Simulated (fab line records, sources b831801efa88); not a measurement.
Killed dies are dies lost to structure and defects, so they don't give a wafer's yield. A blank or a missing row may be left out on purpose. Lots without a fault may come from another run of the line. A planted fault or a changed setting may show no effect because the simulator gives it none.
One fault seen from 2 desks | flow sfq_line | each desk has only its own numbers; what lay behind them comes last

THE TOOL OWNER'S DESK: pvd_sputter-03
The tool's own readings at SFQ_TRILAYER_L0_DEP_SPUTTER_003 (material MoNx KI, target thk 40 nm, time 100 s): means of the sampled wafers that have a number, for each lot that ran on this tool. A lot is out of limits, marked OUT, if its mean lies more than 4 standard deviations from the usual mean; the brackets give that distance.
Columns: A = throttle_valve_pct at SFQ_TRILAYER_L0_DEP_SPUTTER_003, usual 29.8 %
lot  | first seen here | A
L756 | day 1 12:29     | 29.9
L757 | day 1 17:29     | 29.6
L758 | day 1 22:29     | 29.5
L766 | day 3 14:29     | 29.8
L772 | day 4 20:29     | 29.9
L773 | day 5 01:29     | 29.7
L775 | day 5 11:29     | 29.8
This desk's finding: nothing out of limits on any of the 7 lots.

THE METROLOGY DESK
What the gauges read, lot by lot, whatever tool the lot ran on: means of the sampled wafers that have a number. A lot is out of limits, marked OUT, if its mean lies more than 4 standard deviations from the usual mean; the brackets give that distance.
Columns: A = L0_MONX_KI_RS at SFQ_L0_RS_MEAS_901, usual 43.5 ohm/sq; B = L0_MONX_KI_THK at SFQ_L0_THK_MEAS_902, usual 39.7 nm; C = I4_BOW at SFQ_I4_BOW_MEAS_927, usual 2 um
lot  | first seen here | A              | B              | C
L756 | day 1 12:35     | 43.9           | 39.5           | 16
L757 | day 1 17:36     | 43.6           | 39.6           | -0
L758 | day 1 22:35     | 43.3           | 40.0           | 9
L763 | day 2 23:35     | 43.4           | 39.7           | -1
L764 | day 3 04:35     | 43.6           | 39.5           | -7
L765 | day 3 09:34     | 42.8           | 40.3           | 5
L766 | day 3 14:36     | 42.9           | 40.1           | 10
L771 | day 4 15:35     | 43.2           | 40.3           | -3
L772 | day 4 20:34     | 27.7 (-34) OUT | 62.3 (+51) OUT | -2
L773 | day 5 01:34     | 28.0 (-33) OUT | 61.4 (+49) OUT | 4
L774 | day 5 06:34     | 43.8           | 39.5           | 2
L775 | day 5 11:35     | 27.6 (-34) OUT | 62.3 (+51) OUT | 0
L776 | day 5 16:34     | 43.3           | 39.8           | 6
L778 | day 6 02:34     | 43.6           | 39.6           | -7
L779 | day 6 07:34     | 44.2           | 39.0           | 19
This desk's finding: out of limits on L772, L773, L775; first on L772, day 4 20:34 (L0_MONX_KI_RS at SFQ_L0_RS_MEAS_901). In limits: L756, L757, L758, L763, L764, L765, L766, L771, L774, L776, L778, L779.

PUT TOGETHER
The metrology desk could have raised an alarm at day 4 20:34, on L772, L773, L775.
The tool owner's desk saw nothing out of limits.
The tool owner's desk has L772, L773, L775 on record, within its limits.
Of the lots named, all ran SFQ_TRILAYER_L0_DEP_SPUTTER_003 on pvd_sputter-03.

WHAT THE SIMULATOR HAD PUT IN
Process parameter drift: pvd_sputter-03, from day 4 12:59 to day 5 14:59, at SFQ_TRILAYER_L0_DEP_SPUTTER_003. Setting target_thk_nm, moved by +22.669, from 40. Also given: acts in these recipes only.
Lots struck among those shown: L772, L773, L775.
Hours from the fault's start to each desk's first reading out of limits: the metrology desk, 8.
